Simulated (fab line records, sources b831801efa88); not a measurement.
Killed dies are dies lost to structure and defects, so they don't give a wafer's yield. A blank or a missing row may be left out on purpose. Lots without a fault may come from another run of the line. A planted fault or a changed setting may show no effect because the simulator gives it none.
fab line records | flow sfq_line
record lots=7 wafers=21 last_day=80
route steps=325 shown I2@117 M3@118
lots that met no fault: from a run of the same line without faults
start_h: hours from the record's first day to the start of the lot's first wafer shown | wait_h: hours since the lot's step before | " the same as in the row above | L1.1+2: a row that stands for several wafers | - no value, or no start given | * or withheld: withheld | < > ~ a bound
route shown NAME@n: a module of which the file shows steps, and the number in the route of the first | usual: mean/standard deviation of fault-free wafers | same: alike in all rows | chamber/n: place in a boat | sites: the reading at each site | _std_site: their standard deviation | _edge_site: outer sites' mean less inner sites' | radius_mm: how far each site lies from the wafer's centre | mask NAME#n: copy n | behind: the tool/chamber that last shaped the wafer | hold: why the lot was held/for how many hours/how that ended | device: the transistor (n, p or np) that didn't switch | end of line: the same wafers' tests at the end of the route | a step without rows: its recipe alone | killed: dies lost to structure and defects at the first sort, not the wafer's yield | map: a wafer's dies, x killed, . not, _ none there
set.NAME: the setting as run; set.NAME@STEP: as run at that earlier step | model.NAME: the simulator's own value behind a step, which no gauge read
lots at some steps of the route; a table a step, a row a wafer
services: from which hour (start_h, from the record's first day; less than 0 if before it) a tool's chamber was out of use, for how many hours, and why
## steps
# step SFQ_TRILAYER_I2_VIA_STRIP_SOLV_CLEAN_072
# recipe chemistry=NMP temp_c=70 time_s=600
# step SFQ_TRILAYER_M3_DEP_PRE_CLEAN_074
# recipe gas=Ar time_s=22.5 bias_v=250
# step SFQ_TRILAYER_M3_DEP_SPUTTER_073
# recipe material=Nb base_pressure_pa=1.33e-06 chamber_pressure_pa=0.1333 substrate_temp_c=20 resputter_cathode_voltage_v=400 target_thk_nm=200 power_w=2000 time_s=133.3
# usual resputter_cathode_voltage_v=400/4 substrate_temp_c=19.99/0.11 throttle_valve_pct=29.9/1.1
# columns lot.wafer tool chamber start_h wait_h resputter_cathode_voltage_v substrate_temp_c throttle_valve_pct
L452.2 pvd_sputter-04 - 767.25 0.0 397 20.15 28.7
L452.3 " - " " 399 20.02 30.9
L452.5 " - " " 401 19.88 30.9
L463.2 pvd_sputter-06 - 1031.21 0.0 393 20.07 28.5
L463.3 " - " " 401 20.06 29.2
L463.4 " - " " 400 19.87 30.9
L464.1 pvd_sputter-04 - 1038.57 0.0 400 20.09 30.8
L464.2 " - " " 407 20.06 30.6
L464.5 " - " " 399 20.18 31.1
L465.1 pvd_sputter-04 - 1050.40 0.0 396 19.97 31.1
L465.4 " - " " 396 19.85 32.0
L465.5 " - " " 402 20.02 30.6
L466.1 pvd_sputter-06 - 1069.60 0.0 402 19.79 29.5
L466.2 " - " " 404 20.02 29.3
L466.6 " - " " 403 20.02 29.4
L471.1 pvd_sputter-04 - 1104.40 0.0 402 20.05 30.7
L471.3 " - " " 398 19.96 29.0
L471.4 " - " " 401 19.92 30.8
L474.1 pvd_sputter-04 - 1138.15 0.0 400 19.88 30.5
L474.2 " - " " 400 20.16 30.8
L474.5 " - " " 401 20.10 30.7
# step SFQ_M3_RS_MEAS_919
# recipe thk_meas_gauge=four-point-probe reads=Nb_of_TRILAYER_M3_DEP_SPUTTER_073
# usual M3_NB_RS=0.886/0.0079
# columns lot.wafer tool chamber start_h wait_h M3_NB_RS[ohm/sq]
L452.2 film_metro-04 - 767.37 0.1 0.870
L452.3 " - " " 0.880
L452.5 " - " " 0.874
L463.2 film_metro-04 - 1031.32 0.1 0.897
L463.3 " - " " 0.885
L463.4 " - " " 0.890
L464.1 film_metro-04 - 1038.66 0.0 0.883
L464.2 " - " " 0.889
L464.5 " - " " 0.890
L465.1 film_metro-01 - 1050.49 0.0 0.892
L465.4 " - " " 0.899
L465.5 " - " " 0.891
L466.1 film_metro-01 - 1069.69 0.0 0.881
L466.2 " - " " 0.876
L466.6 " - " " 0.872
L471.1 film_metro-01 - 1104.49 0.0 0.902
L471.3 " - " " 0.890
L471.4 " - " " 0.891
L474.1 film_metro-04 - 1138.24 0.0 0.899
L474.2 " - " " 0.895
L474.5 " - " " 0.895
# step SFQ_TRILAYER_M3_LITHO_COAT_080
# recipe resist=BARC spin_rpm=3000 resist_thk_nm=62
# step SFQ_TRILAYER_M3_LITHO_COAT_075
# recipe resist=KrF spin_rpm=3000 resist_thk_nm=600
# step SFQ_TRILAYER_M3_LITHO_SOFTBAKE_079
# recipe temp_c=withheld time_s=withheld resist=KrF
# step SFQ_TRILAYER_M3_LITHO_EXPOSE_076
# recipe mask_id=M3 na=0.6 source_shape=conventional sigma_outer=0.65 target_cd_nm=500 dose_mj=14.4
# step SFQ_TRILAYER_M3_LITHO_PEB_078
# recipe peb_temp_c=115 peb_time_s=60 resist=KrF
# step SFQ_TRILAYER_M3_LITHO_DEVELOP_077
# recipe time_s=60 resist=KrF
# step SFQ_M3_OVL_MEAS_921
# usual M3_OVL=2/5.2
# columns lot.wafer tool chamber start_h wait_h M3_OVL[nm]
L452.2 overlay-01 - 774.45 0.1 10
L452.3 " - " " 5
L452.5 " - " " -1
L463.2 overlay-01 - 1164.76 0.1 -1
L463.3 " - " " -1
L463.4 " - " " 0
L464.1 overlay-01 - 1167.15 0.1 -3
L464.2 " - " " -6
L464.5 " - " " -2
L465.1 overlay-01 - 1174.38 0.1 5
L465.4 " - " " 5
L465.5 " - " " 4
L466.1 overlay-01 - 1185.15 0.1 9
L466.2 " - " " 10
L466.6 " - " " 7
L471.1 overlay-01 - 1226.65 0.1 3
L471.3 " - " " 0
L471.4 " - " " -4
L474.1 overlay-02 - 1265.41 0.1 2
L474.2 " - " " 10
L474.5 " - " " 8
# step SFQ_TRILAYER_M3_BARC_OPEN_METAL_ETCH_100
# recipe mask_material=PR chemistry=O2 target_depth_nm=125 target=BARC icp_w=600 bias_w=80 pressure_mtorr=10 time_s=41.7
# usual drypump_motor_current_A=5.6/0.6 oes_product_au=0.685/0.0043 rf_fwd_power_W=594.8/1.8
# columns lot.wafer tool chamber start_h wait_h drypump_motor_current_A oes_product_au rf_fwd_power_W rf_hours_counter_h model.KrF_of_TRILAYER_M3_LITHO_COAT_075.thk_nm
L452.2 rie_metal-04 0 774.48 0.0 5.7 0.682 594.5 46 523.7
L452.3 " 0 " " 5.7 0.685 594.5 - 523.7
L452.5 " 1 " " 4.8 0.689 595.1 - 524.2
L463.2 rie_metal-01 1 1164.79 0.0 6.3 0.680 593.3 55 522.1
L463.3 " 0 " " 5.3 0.681 594.5 - 523.1
L463.4 " 1 " " 6.3 0.676 592.8 - 523.1
L464.1 rie_metal-01 1 1167.19 0.0 6.3 0.681 592.9 55 493.6
L464.2 " 0 " " 5.3 0.686 595.3 68 496.6
L464.5 " 0 " " 5.3 0.683 596.3 - 524.9
L465.1 rie_metal-01 1 1174.41 0.0 6.3 0.685 595.0 57 495.6
L465.4 " 0 " " 5.3 0.690 592.7 - 524.7
L465.5 " 0 " " 5.3 0.679 593.4 - 524.5
L466.1 rie_metal-01 0 1185.19 0.0 5.3 0.686 595.9 72 495.4
L466.2 " 1 " " 6.3 0.686 592.1 59 495.8
L466.6 " 1 " " 6.3 0.688 591.1 - 495.3
L471.1 rie_metal-04 1 1226.69 0.0 4.7 0.691 598.1 102 522.2
L471.3 " 1 " " 4.7 0.682 597.1 - 524.6
L471.4 " 0 " " 5.7 0.683 594.5 - 522.4
L474.1 rie_metal-02 0 1265.45 0.0 6.5 0.684 594.6 61 521.6
L474.2 " 1 " " 6.3 0.683 594.9 100 522.2
L474.5 " 0 " " 6.5 0.680 592.6 - 521.4
# step SFQ_TRILAYER_M3_ETCH_METAL_ETCH_078
# recipe target=Nb stop_on=SiO2 mask_material=PR chemistry=Cl2/Ar target_depth_nm=240 icp_w=600 bias_w=80 pressure_mtorr=10 time_s=120
# usual drypump_motor_current_A=5.6/0.6 oes_product_au=0.896/0.0061 rf_fwd_power_W=597.7/1.8
# columns lot.wafer tool chamber start_h wait_h drypump_motor_current_A oes_product_au rf_fwd_power_W rf_hours_counter_h model.KrF_of_TRILAYER_M3_LITHO_COAT_075.thk_nm
L452.2 rie_metal-04 0 774.54 0.0 5.6 0.909 596.4 46 381.4
L452.3 " 0 " " 5.7 0.899 596.4 - 383
L452.5 " 1 " " 4.8 0.905 597.1 - 380.7
L463.2 rie_metal-01 1 1164.85 0.0 6.3 0.893 595.8 55 378.1
L463.3 " 0 " " 5.3 0.898 600.0 - 381.4
L463.4 " 1 " " 6.3 0.896 594.9 - 379.6
L464.1 rie_metal-01 1 1167.25 0.0 6.3 0.895 596.3 56 350.6
L464.2 " 0 " " 5.3 0.900 600.0 68 356.7
L464.5 " 0 " " 5.3 0.894 599.6 - 385
L465.1 rie_metal-01 1 1174.47 0.0 6.3 0.886 596.0 57 353.6
L465.4 " 0 " " 5.3 0.891 598.9 - 385.8
L465.5 " 0 " " 5.3 0.895 598.5 - 385
L466.1 rie_metal-01 0 1185.25 0.0 5.3 0.896 600.0 72 357
L466.2 " 1 " " 6.3 0.893 598.0 59 354.7
L466.6 " 1 " " 6.3 0.913 595.3 - 354.4
L471.1 rie_metal-04 1 1226.75 0.0 4.8 0.889 600.0 102 379.3
L471.3 " 1 " " 4.8 0.887 598.4 - 380.8
L471.4 " 0 " " 5.6 0.892 596.6 - 379.8
L474.1 rie_metal-02 0 1265.51 0.0 6.5 0.890 597.4 61 381
L474.2 " 1 " " 6.3 0.890 596.5 100 382.3
L474.5 " 0 " " 6.5 0.888 597.6 - 380.9
# step SFQ_TRILAYER_M3_STRIP_STRIP_079
# recipe gas=O2 power_w=200 platen_temp_c=40 overash_fraction=0.65 chemistry=O2 pressure_mtorr=50
# usual drypump_motor_current_A=5.6/0.6 oes_product_au=1.001/0.0074 platen_temp_c=40.00/0.12
# columns lot.wafer tool chamber start_h wait_h drypump_motor_current_A oes_product_au platen_temp_c rf_hours_counter_h
L452.2 rie_metal-04 0 774.66 0.1 5.7 1.002 39.88 46
L452.3 " 0 " " 5.7 1.006 39.93 -
L452.5 " 1 " " 4.8 1.009 40.02 -
L463.2 rie_metal-01 1 1164.97 0.1 6.3 1.006 40.10 55
L463.3 " 0 " " 5.3 0.992 40.10 -
L463.4 " 1 " " 6.3 1.007 40.00 -
L464.1 rie_metal-01 1 1167.37 0.1 6.3 1.005 40.14 56
L464.2 " 0 " " 5.3 0.997 39.92 69
L464.5 " 0 " " 5.3 0.993 39.80 -
L465.1 rie_metal-01 1 1174.60 0.1 6.3 1.026 39.82 57
L465.4 " 0 " " 5.3 0.997 40.00 -
L465.5 " 0 " " 5.3 1.010 40.05 -
L466.1 rie_metal-01 0 1185.37 0.1 5.3 0.988 40.16 72
L466.2 " 1 " " 6.3 0.996 40.11 59
L466.6 " 1 " " 6.3 1.000 39.91 -
L471.1 rie_metal-04 1 1226.87 0.1 4.8 1.010 40.02 102
L471.3 " 1 " " 4.7 1.011 40.06 -
L471.4 " 0 " " 5.6 0.994 39.95 -
L474.1 rie_metal-02 0 1265.63 0.1 6.5 1.007 40.09 62
L474.2 " 1 " " 6.3 1.003 40.03 100
L474.5 " 0 " " 6.5 0.994 40.19 -
## services
# columns tool chamber start_h hours kind
rie_metal-01 1 745.69 - clean
rie_metal-01 1 745.69 12.7 scheduled_down
rie_metal-01 1 745.69 12.7 vent_cycle
rie_metal-02 - 748.12 1.8 repair
rie_metal-04 - 766.93 1.4 pm
rie_metal-01 - 773.27 1.3 repair
rie_metal-04 1 781.08 20.5 repair
rie_metal-01 - 793.44 0.4 repair
rie_metal-02 0 806.00 - clean
rie_metal-02 1 873.77 2.3 repair
pvd_sputter-04 - 880.58 3.3 repair
rie_metal-01 0 921.69 5.8 repair
rie_metal-02 - 939.96 10.0 pm
pvd_sputter-06 - 968.40 0.7 repair
pvd_sputter-06 - 1084.62 3.7 repair
rie_metal-01 1 1114.33 4.6 repair
pvd_sputter-04 - 1117.00 1.1 repair
rie_metal-04 - 1163.46 0.1 repair
rie_metal-04 0 1166.88 22.6 repair
pvd_sputter-04 3 1188.28 - consumable_replace:kit
pvd_sputter-04 3 1188.28 18.0 scheduled_down
pvd_sputter-04 3 1188.28 18.0 vent_cycle
rie_metal-02 1 1208.39 4.0 repair
rie_metal-01 - 1240.67 2.8 pm
## key
first_sign none at tools or gauges
model_effect step=SFQ_TRILAYER_M3_BARC_OPEN_METAL_ETCH_100 value=KrF_of_TRILAYER_M3_LITHO_COAT_075.thk_nm without=525.3 struck=495.4
model_effect step=SFQ_TRILAYER_M3_ETCH_METAL_ETCH_078 value=KrF_of_TRILAYER_M3_LITHO_COAT_075.thk_nm without=384.4 struck=354.5
met_at SFQ_TRILAYER_M3_BARC_OPEN_METAL_ETCH_100
struck_wafers L464.1,L464.2,L465.1,L466.1,L466.2,L466.6
onset_between 1164.79 1167.19
fault kind=process_parameter_drift tool=rie_metal-01 chamber=- onset_h=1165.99 steps=SFQ_TRILAYER_M3_BARC_OPEN_METAL_ETCH_100 channel=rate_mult offset=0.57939 shape=step end_h=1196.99 scope=struck_wafers_only
